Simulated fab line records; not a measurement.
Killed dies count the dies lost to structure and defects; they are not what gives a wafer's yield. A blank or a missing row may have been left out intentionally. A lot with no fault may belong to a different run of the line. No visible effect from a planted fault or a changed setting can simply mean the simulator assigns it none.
Which tool was responsible? | flow gf180mcu | 39 wafers from 13 lots sampled at 5 of the route's 602 steps

## WHAT THE GAUGES SHOWED, per wafer
GF_HV_LDD_OVL_MEAS_32.
lot  | measured     | on         | HV_LDD_02_OVL (nm)
L275 | day 11 23:22 | overlay-02 | -1.0 1.2 -0.1
L277 | day 12 09:31 | overlay-02 | -0.2 -0.6 0.1
L278 | day 12 23:37 | overlay-01 | -1.3 -2.4 -1.9
L279 | day 13 06:29 | overlay-02 | 0.3 0.3 2.3
L281 | day 14 00:33 | overlay-02 | -0.4 -1.6 -0.4
L282 | day 14 05:14 | overlay-02 | -0.4 -0.1 2.4
L284 | day 14 19:59 | overlay-01 | 1.3 2.3 0.6
L285 | day 15 01:26 | overlay-01 | 1.6 0.8 2.6
L286 | day 15 11:08 | overlay-01 | 0.3 0.4 0.5
L288 | day 16 04:17 | overlay-01 | -0.6 -0.3 -2.6
L293 | day 17 15:15 | overlay-02 | -2.0 -0.5 0.0
L294 | day 18 00:49 | overlay-02 | 0.0 -0.8 -0.6
L295 | day 18 11:59 | overlay-01 | 0.8 0.0 1.4

GF_HV_LDD_THK_MEAS_57.
lot  | measured     | on            | HV_LDD_CVD_56_THK (nm)
L275 | day 12 23:21 | film_metro-01 | 91.8 90.9 90.8
L277 | day 13 09:04 | film_metro-03 | 90.9 90.7 91.2
L278 | day 13 23:36 | film_metro-03 | 91.4 91.7 92.3
L279 | day 14 06:23 | film_metro-01 | 90.4 90.0 91.2
L281 | day 15 00:53 | film_metro-03 | 90.6 90.9 90.8
L282 | day 15 05:55 | film_metro-02 | 90.9 90.3 90.1
L284 | day 15 21:31 | film_metro-01 | 91.1 90.6 90.1
L285 | day 16 03:17 | film_metro-03 | 88.9 89.4 89.2
L286 | day 16 12:34 | film_metro-03 | 89.4 89.8 89.0
L288 | day 17 06:57 | film_metro-01 | 88.8 90.4 89.3
L293 | day 18 18:58 | film_metro-03 | 90.0 89.1 90.3
L294 | day 19 06:13 | film_metro-01 | 90.9 91.6 90.3
L295 | day 19 16:05 | film_metro-02 | 89.7 89.4 89.2

GF_NSD_CD_MEAS_07 targets a cd of 400 nm.
lot  | measured     | on        | cd_nm (nm)
L275 | day 13 19:07 | cd_sem-01 | 400.3 400.7 400.0
L277 | day 14 05:22 | cd_sem-01 | 404.9 405.2 402.4
L278 | day 14 20:29 | cd_sem-01 | 402.5 401.5 401.4
L279 | day 15 02:55 | cd_sem-02 | 397.4 395.7 396.4
L281 | day 15 22:28 | cd_sem-01 | 399.4 402.6 401.7
L282 | day 16 03:40 | cd_sem-02 | 398.6 397.7 398.2
L284 | day 16 20:36 | cd_sem-02 | 400.3 400.6 401.9
L285 | day 17 01:58 | cd_sem-02 | 401.2 400.9 400.9
L286 | day 17 11:13 | cd_sem-02 | 402.1 402.8 403.5
L288 | day 18 06:26 | cd_sem-01 | 404.2 402.3 401.6
L293 | day 19 18:46 | cd_sem-01 | 385.2 386.7 385.2
L294 | day 20 06:21 | cd_sem-01 | 397.6 398.7 400.6
L295 | day 20 16:25 | cd_sem-02 | 383.4 379.4 381.8

GF_NSD_OVL_MEAS_08.
lot  | measured     | on         | NSD_OVL (nm)
L275 | day 13 19:14 | overlay-02 | -2.4 -0.2 1.2
L277 | day 14 05:26 | overlay-01 | 1.7 3.3 1.1
L278 | day 14 20:36 | overlay-02 | -2.2 0.1 0.5
L279 | day 15 03:02 | overlay-01 | -0.6 -0.8 0.7
L281 | day 15 22:35 | overlay-02 | -2.1 -0.1 0.2
L282 | day 16 03:45 | overlay-01 | 1.4 0.4 2.7
L284 | day 16 20:43 | overlay-02 | 1.1 -0.2 1.0
L285 | day 17 02:05 | overlay-01 | -0.8 0.9 -1.0
L286 | day 17 11:18 | overlay-02 | -2.6 -1.8 -1.4
L288 | day 18 06:34 | overlay-02 | 0.6 -0.1 -1.1
L293 | day 19 18:51 | overlay-02 | -0.2 0.0 -1.8
L294 | day 20 06:28 | overlay-01 | 1.0 -0.5 0.4
L295 | day 20 16:32 | overlay-02 | 0.0 2.3 1.7

## WHICH TOOL RAN EACH LOT (tool, then ch and the chambers of the sampled wafers, then the start)
lot  | GF_NSD_COAT_02
L275 | litho_track-01 ch 0, day 13 08:52
L277 | litho_track-01 ch 0, day 13 19:05
L278 | litho_track-03 ch 0, day 14 09:56
L279 | litho_track-04 ch 0, day 14 16:16
L281 | litho_track-04 ch 0, day 15 11:21
L282 | litho_track-04 ch 0, day 15 16:52
L284 | litho_track-04 ch 0, day 16 08:22
L285 | litho_track-03 ch 0, day 16 14:24
L286 | litho_track-01 ch 0, day 16 23:49
L288 | litho_track-04 ch 0, day 17 18:19
L293 | litho_track-04 ch 0, day 19 06:58
L294 | litho_track-01 ch 0, day 19 17:52
L295 | litho_track-04 ch 0, day 20 04:13
- GF_NSD_COAT_02: resist thk 1000 nm.

## AS READ BY THE TOOLS THEMSELVES (means over the sampled wafers that have a number; for cases with no such wafer, the mark the record gives instead)
GF_NSD_COAT_02.
lot  | tool           | spin_speed_rpm (rpm)
L275 | litho_track-01 | 3002.1
L277 | litho_track-01 | 3000.3
L278 | litho_track-03 | 3001.5
L279 | litho_track-04 | 3000.9
L281 | litho_track-04 | 2999.6
L282 | litho_track-04 | 2999.6
L284 | litho_track-04 | 3000.0
L285 | litho_track-03 | 3000.0
L286 | litho_track-01 | 3000.3
L288 | litho_track-04 | 3000.0
L293 | litho_track-04 | 2217.1
L294 | litho_track-01 | 3000.6
L295 | litho_track-04 | 2218.6

## THE ANSWER, worked out from the rows above alone
Rule: usual is defined by the lots themselves. Put in order of their means at a reading, lots are off if they are a third of the lots or fewer, leave a main group of 4 or more, and stand apart from it by a gap of 3 or more times the standard deviation of the main group's means; of several such gaps the widest counts. If all means in a main group match to the digits the tables above print for the reading, that group is not used. Also off: a lot with no number at a reading for which 4 or more lots have one. Any other lot the step has rows for is counted as sound. The gauges are gone through in route order, then the tools' own readings, and for those a lot's mean is taken as printed above. At the first step where some lot is off, the reading lying furthest off is the one used; lots without a number count as furthest.
Off: L293, L295, at GF_NSD_CD_MEAS_07 (cd_nm). Main group: mean 400.8 nm, sd 2.1.
A tool fits if, at a process step before that reading, it ran every lot that is off, and no sound lot after the first of them. The gauges at GF_NSD_CD_MEAS_07 aren't tried: what is off there is off at GF_NSD_COAT_02 too, on other tools, and a gauge's error can't cause that. One candidate fits, namely litho_track-04 at GF_NSD_COAT_02. Its last sound lot is L288 (day 17 18:19), its first lot that is off L293 (day 19 06:58): a fault that began between those two fits.
On the lots that are off, the tool's own readings at GF_NSD_COAT_02 differ by more than 5 times the standard deviation of the sound lots' means, which bears it out; spin_speed_rpm reads 2217.8 rpm there versus 3000.4 rpm on the sound lots.

## WHAT THE SIMULATOR HAD INSERTED
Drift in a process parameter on litho_track-04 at GF_NSD_COAT_02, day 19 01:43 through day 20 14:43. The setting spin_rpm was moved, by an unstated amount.
Shown lots that were struck: L293, L295. The rule above reached the same finding.
